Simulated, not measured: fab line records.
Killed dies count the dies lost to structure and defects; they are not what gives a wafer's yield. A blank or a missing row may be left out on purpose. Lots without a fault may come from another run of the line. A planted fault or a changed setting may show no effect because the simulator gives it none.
fab line records ; flow sky130
record: lots: 13; wafers: 39; last_day: 50
route steps=708 shown NWELL@58 VT_ADJUST_LVTN@115 LDD_HVN@274 SD_N@358
lots untouched by any fault: they come from a run of this same line in which no faults occurred
start_h: hours from the record's opening day to when the first of the lot's shown wafers began ; wait_h: hours since the lot's step before ; " repeats the value in the row above ; L1.1+2: one row covering several wafers at once ; - no value, or no start given ; * or withheld: withheld ; < > ~ a bound
route shown NAME@n: names a module that has steps shown in the file, with the first one's number in the route ; usual: mean/standard deviation of fault-free wafers ; same: alike in all rows ; chamber/n: place in a boat ; sites: per-site readings ; _std_site: how widely they spread, as a standard deviation ; _edge_site: outer sites' mean less inner sites' ; radius_mm: how far each site lies from the wafer's centre ; mask NAME#n: copy n ; behind: the tool/chamber that last shaped the wafer ; hold: reason for holding the lot/hours on hold/outcome of the hold ; device: which transistor (n, p or np) failed to switch ; end of line: tests of these same wafers at the route's end ; step lacking rows: just its recipe ; killed: at the first sort, the dies lost to defects and structure; wafer yield is something else ; map: per-die view of a wafer (x killed, . not killed, _ where there is no die)
set.NAME: setting as actually run; set.NAME@STEP: the setting as run at that earlier step ; model.NAME: the simulator's own value behind a step, which no gauge read
route steps across a sampled set of lots; one table per step, one row per wafer
services: a tool's chamber out of use, with start hour (start_h, from the record's first day; less than 0 if before it), hours out, and reason
== steps ==
step: SKY_NWELL_COAT_05
recipe: spin_rpm: 2000; resist_thk_nm: 3000
lot.wafer;tool;chamber;start_h;wait_h
L530.1+2+6;litho_track-01;0;72.47;0.1
L532.1+2+5;litho_track-04;0;88.23;0.1
L534.1+3+4;litho_track-04;0;98.23;0.1
L535.3+4+6;litho_track-04;0;106.28;0.1
L538.1+3+4;litho_track-04;0;121.68;0.1
L539.2+4+5;litho_track-03;0;131.65;0.1
L540.4+5+6;litho_track-04;0;138.41;0.1
L542.1+3+6;litho_track-03;0;146.92;0.1
L544.1+3+4;litho_track-03;0;160.22;0.1
L545.1+2+6;litho_track-04;0;163.33;0.1
L546.2+4+5;litho_track-01;0;167.35;0.1
L547.2+5+6;litho_track-03;0;173.15;0.1
L553.2+4+5;litho_track-04;0;211.76;0.1
step: SKY_NWELL_STRIP_14
recipe: chemistry: O2/N2; power_w: 1400; pressure_mtorr: 1500; platen_temp_c: withheld; o2_flow_sccm: 3000; n2_flow_sccm: 300; overash_fraction: 0.5
usual: drypump_motor_current_A: 5.7/0.38; n2_flow_sccm: 300.0/0.87; oes_product_au: 0.722/0.0047; strip_time_to_endpoint_s: 36.97/0.094
lot.wafer;tool;chamber;start_h;wait_h;drypump_motor_current_A;n2_flow_sccm;oes_product_au;rf_hours_counter_h;strip_time_to_endpoint_s
L530.1;plasma_asher-01;0;81.86;0.1;5.9;301.1;0.727;36;36.99
L530.2;plasma_asher-01;1;81.86;0.1;6.0;300.9;0.725;36;37.04
L530.6;plasma_asher-01;1;81.86;0.1;5.9;300.6;0.723;-;37.04
L532.1;plasma_asher-01;1;97.66;0.1;5.9;299.0;0.724;38;36.89
L532.2;plasma_asher-01;0;97.66;0.1;5.8;300.4;0.718;38;36.94
L532.5;plasma_asher-01;0;97.66;0.1;5.9;300.6;0.718;-;37.01
L534.1;plasma_asher-03;0;108.56;0.1;4.9;300.4;0.722;29;36.95
L534.3;plasma_asher-03;0;108.56;0.1;4.9;300.3;0.724;-;36.98
L534.4;plasma_asher-03;1;108.56;0.1;5.8;299.6;0.718;-;36.99
L535.3;plasma_asher-01;1;115.74;0.1;5.9;298.3;0.731;-;36.90
L535.4;plasma_asher-01;0;115.74;0.1;5.9;299.3;0.724;-;36.88
L535.6;plasma_asher-01;1;115.74;0.1;5.9;299.5;0.727;-;36.98
L538.1;plasma_asher-03;1;131.41;0.1;5.8;299.8;0.715;33;36.92
L538.3;plasma_asher-03;1;131.41;0.1;5.8;299.9;0.712;-;36.80
L538.4;plasma_asher-03;0;131.41;0.1;4.9;299.2;0.718;-;36.99
L539.2;plasma_asher-01;0;141.91;0.1;5.9;300.7;0.726;41;37.13
L539.4;plasma_asher-01;0;141.91;0.1;5.9;300.3;0.725;-;37.04
L539.5;plasma_asher-01;0;141.91;0.1;5.8;299.5;0.721;-;36.95
L540.4;plasma_asher-03;1;149.34;0.1;5.8;300.2;0.728;-;36.95
L540.5;plasma_asher-03;1;149.34;0.1;5.8;298.5;0.721;-;37.05
L540.6;plasma_asher-03;0;149.34;0.1;4.9;300.6;0.718;-;37.06
L542.1;plasma_asher-03;1;157.42;0.1;5.8;299.7;0.720;36;37.08
L542.3;plasma_asher-03;0;157.42;0.1;4.9;299.3;0.722;-;37.15
L542.6;plasma_asher-03;1;157.42;0.1;5.8;298.6;0.716;-;37.03
L544.1;plasma_asher-01;1;170.66;0.1;5.9;300.1;0.714;44;15.35
L544.3;plasma_asher-01;0;170.66;0.1;5.8;299.7;0.717;-;15.34
L544.4;plasma_asher-01;1;170.66;0.1;5.9;300.7;0.722;-;15.32
L545.1;plasma_asher-03;0;174.41;0.1;4.9;298.7;0.722;38;36.86
L545.2;plasma_asher-03;1;174.41;0.1;5.8;300.5;0.721;38;36.94
L545.6;plasma_asher-03;0;174.41;0.1;4.9;299.0;0.723;-;36.92
L546.2;plasma_asher-02;0;177.66;0.1;5.8;298.4;0.723;8;37.06
L546.4;plasma_asher-02;1;177.66;0.1;5.8;300.7;0.728;-;37.04
L546.5;plasma_asher-02;1;177.66;0.1;5.8;301.4;0.712;-;36.98
L547.2;plasma_asher-03;1;184.21;0.1;5.8;301.3;0.712;39;15.34
L547.5;plasma_asher-03;0;184.21;0.1;4.9;300.5;0.711;-;15.33
L547.6;plasma_asher-03;1;184.21;0.1;5.8;300.4;0.715;-;15.35
L553.2;plasma_asher-01;0;222.81;0.1;5.9;299.9;0.721;50;36.85
L553.4;plasma_asher-01;1;222.81;0.1;5.9;300.3;0.726;-;36.92
L553.5;plasma_asher-01;0;222.81;0.1;5.9;299.9;0.720;-;36.91
step: SKY_VT_ADJUST_LVTN_OVL_MEAS_18
usual: VT_ADJUST_LVTN_01_OVL: -0.8/1.2
lot.wafer;tool;chamber;start_h;wait_h;VT_ADJUST_LVTN_01_OVL[nm]
L530.1;overlay-02;-;155.18;0.1;-2.0
L530.2;overlay-02;-;155.18;0.1;0.1
L530.6;overlay-02;-;155.18;0.1;-2.0
L532.1;overlay-01;-;175.27;0.1;-2.0
L532.2;overlay-01;-;175.27;0.1;-1.1
L532.5;overlay-01;-;175.27;0.1;-2.5
L534.1;overlay-01;-;187.78;0.1;0.3
L534.3;overlay-01;-;187.78;0.1;-0.3
L534.4;overlay-01;-;187.78;0.1;-0.1
L535.3;overlay-02;-;195.69;0.1;-1.8
L535.4;overlay-02;-;195.69;0.1;0.1
L535.6;overlay-02;-;195.69;0.1;-2.1
L538.1;overlay-01;-;213.43;0.1;-0.8
L538.3;overlay-01;-;213.43;0.1;-2.4
L538.4;overlay-01;-;213.43;0.1;-2.3
L539.2;overlay-01;-;226.23;0.1;-2.6
L539.4;overlay-01;-;226.23;0.1;-2.4
L539.5;overlay-01;-;226.23;0.1;-1.4
L540.4;overlay-01;-;233.74;0.1;-1.8
L540.5;overlay-01;-;233.74;0.1;0.1
L540.6;overlay-01;-;233.74;0.1;-0.8
L542.1;overlay-02;-;244.17;0.1;-0.3
L542.3;overlay-02;-;244.17;0.1;-0.1
L542.6;overlay-02;-;244.17;0.1;2.0
L544.1;overlay-01;-;259.03;0.1;-0.4
L544.3;overlay-01;-;259.03;0.1;-0.8
L544.4;overlay-01;-;259.03;0.1;-0.3
L545.1;overlay-02;-;264.13;0.1;-0.4
L545.2;overlay-02;-;264.13;0.1;-1.6
L545.6;overlay-02;-;264.13;0.1;0.2
L546.2;overlay-01;-;268.58;0.1;-0.8
L546.4;overlay-01;-;268.58;0.1;-1.2
L546.5;overlay-01;-;268.58;0.1;-0.6
L547.2;overlay-01;-;275.03;0.1;-0.4
L547.5;overlay-01;-;275.03;0.1;-2.2
L547.6;overlay-01;-;275.03;0.1;-4.4
L553.2;overlay-02;-;318.93;0.1;-0.9
L553.4;overlay-02;-;318.93;0.1;-2.3
L553.5;overlay-02;-;318.93;0.1;0.9
step: SKY_LDD_HVN_OVL_MEAS_07
usual: LDD_HVN_OVL: -0.6/1.4
lot.wafer;tool;chamber;start_h;wait_h;LDD_HVN_OVL[nm]
L530.1;overlay-02;-;458.87;0.1;-0.3
L530.2;overlay-02;-;458.87;0.1;-0.4
L530.6;overlay-02;-;458.87;0.1;-0.7
L532.1;overlay-02;-;485.32;0.1;-3.9
L532.2;overlay-02;-;485.32;0.1;-2.6
L532.5;overlay-02;-;485.32;0.1;-1.6
L534.1;overlay-02;-;504.18;0.1;1.7
L534.3;overlay-02;-;504.18;0.1;2.0
L534.4;overlay-02;-;504.18;0.1;1.9
L535.3;overlay-01;-;515.34;0.1;-1.4
L535.4;overlay-01;-;515.34;0.1;-2.9
L535.6;overlay-01;-;515.34;0.1;-0.2
L538.1;overlay-01;-;539.73;0.1;-2.9
L538.3;overlay-01;-;539.73;0.1;-1.3
L538.4;overlay-01;-;539.73;0.1;0.6
L539.2;overlay-01;-;552.48;0.1;-1.6
L539.4;overlay-01;-;552.48;0.1;-3.8
L539.5;overlay-01;-;552.48;0.1;-0.7
L540.4;overlay-01;-;559.69;0.1;-1.0
L540.5;overlay-01;-;559.69;0.1;0.5
L540.6;overlay-01;-;559.69;0.1;-1.3
L542.1;overlay-01;-;569.07;0.1;0.8
L542.3;overlay-01;-;569.07;0.1;0.3
L542.6;overlay-01;-;569.07;0.1;0.8
L544.1;overlay-02;-;586.28;0.1;-1.4
L544.3;overlay-02;-;586.28;0.1;1.6
L544.4;overlay-02;-;586.28;0.1;0.5
L545.1;overlay-02;-;595.82;0.1;-0.9
L545.2;overlay-02;-;595.82;0.1;-1.9
L545.6;overlay-02;-;595.82;0.1;0.0
L546.2;overlay-01;-;599.58;0.1;0.9
L546.4;overlay-01;-;599.58;0.1;-1.7
L546.5;overlay-01;-;599.58;0.1;-1.2
L547.2;overlay-02;-;608.12;0.1;0.1
L547.5;overlay-02;-;608.12;0.1;0.6
L547.6;overlay-02;-;608.12;0.1;0.3
L553.2;overlay-01;-;656.43;0.1;-1.7
L553.4;overlay-01;-;656.43;0.1;-0.5
L553.5;overlay-01;-;656.43;0.1;-1.3
step: SKY_SD_N_RS_MEAS_16
recipe: thk_meas_gauge: four-point-probe
usual: SD_N_RS: 68.47/0.14
lot.wafer;tool;chamber;start_h;wait_h;SD_N_RS[ohm/sq]
L530.1;film_metro-04;-;639.67;0.1;68.69
L530.2;film_metro-04;-;639.67;0.1;68.38
L530.6;film_metro-04;-;639.67;0.1;68.46
L532.1;film_metro-02;-;665.23;0.1;68.81
L532.2;film_metro-02;-;665.23;0.1;68.62
L532.5;film_metro-02;-;665.23;0.1;68.64
L534.1;film_metro-02;-;684.56;0.1;68.60
L534.3;film_metro-02;-;684.56;0.1;68.65
L534.4;film_metro-02;-;684.56;0.1;68.57
L535.3;film_metro-03;-;692.80;0.1;68.39
L535.4;film_metro-03;-;692.80;0.1;68.35
L535.6;film_metro-03;-;692.80;0.1;68.42
L538.1;film_metro-04;-;716.01;0.1;68.31
L538.3;film_metro-04;-;716.01;0.1;68.26
L538.4;film_metro-04;-;716.01;0.1;68.46
L539.2;film_metro-03;-;727.64;0.1;68.41
L539.4;film_metro-03;-;727.64;0.1;68.44
L539.5;film_metro-03;-;727.64;0.1;68.38
L540.4;film_metro-04;-;734.44;0.1;68.53
L540.5;film_metro-04;-;734.44;0.1;68.37
L540.6;film_metro-04;-;734.44;0.1;68.43
L542.1;film_metro-02;-;744.71;0.1;68.52
L542.3;film_metro-02;-;744.71;0.1;68.76
L542.6;film_metro-02;-;744.71;0.1;68.62
L544.1;film_metro-04;-;760.06;0.1;68.37
L544.3;film_metro-04;-;760.06;0.1;68.34
L544.4;film_metro-04;-;760.06;0.1;68.35
L545.1;film_metro-03;-;769.82;0.1;68.42
L545.2;film_metro-03;-;769.82;0.1;68.41
L545.6;film_metro-03;-;769.82;0.1;68.29
L546.2;film_metro-02;-;772.13;0.1;68.69
L546.4;film_metro-02;-;772.13;0.1;68.62
L546.5;film_metro-02;-;772.13;0.1;68.64
L547.2;film_metro-03;-;779.64;0.1;68.37
L547.5;film_metro-03;-;779.64;0.1;68.51
L547.6;film_metro-03;-;779.64;0.1;68.62
L553.2;film_metro-03;-;824.24;0.1;68.46
L553.4;film_metro-03;-;824.24;0.1;68.52
L553.5;film_metro-03;-;824.24;0.1;68.26
== services ==
tool;chamber;start_h;hours;kind
plasma_asher-03;-;60.67;6.4;repair
plasma_asher-03;-;88.68;14.6;pm
litho_track-04;-;100.61;-;consumable_replace:filter
plasma_asher-02;-;108.75;9.0;pm
plasma_asher-02;0;108.75;9.0;vent_cycle
plasma_asher-02;1;108.75;9.0;vent_cycle
litho_track-01;-;117.08;-;consumable_replace:filter
plasma_asher-02;0;117.75;-;clean
plasma_asher-02;1;117.75;-;clean
plasma_asher-01;-;122.45;14.6;pm
plasma_asher-02;-;180.26;0.4;repair
plasma_asher-03;-;182.25;0.7;repair
== key ==
first_sign: step: SKY_NWELL_STRIP_14; reading: strip_time_to_endpoint_s; direction: down; sigmas: 99+; usual: *; struck: *
effect none on later readings
met_at SKY_NWELL_COAT_05
struck_lots L544,L547
tester_left_out L544,L547
not_acting_at SKY_VT_ADJUST_LVTN_OVL_MEAS_18,SKY_LDD_HVN_OVL_MEAS_07,SKY_SD_N_RS_MEAS_16
onset_between 146.92 160.22
fault: kind: process_parameter_drift; tool: litho_track-03; chamber: -; onset_h: 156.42; steps: SKY_NWELL_COAT_05; channel: resist_thk_nm; offset: -1849.4; shape: step; end_h: 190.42; acts_in: these_recipes_only; stated: 3000
tester_left_out: of these lots the tester's yield and bins aren't shown, on N5 and GAA mostly nor the transistor test; their killed dies are dies lost to structure and defects alone, not to doping, threshold or leakage, so they don't give the yield
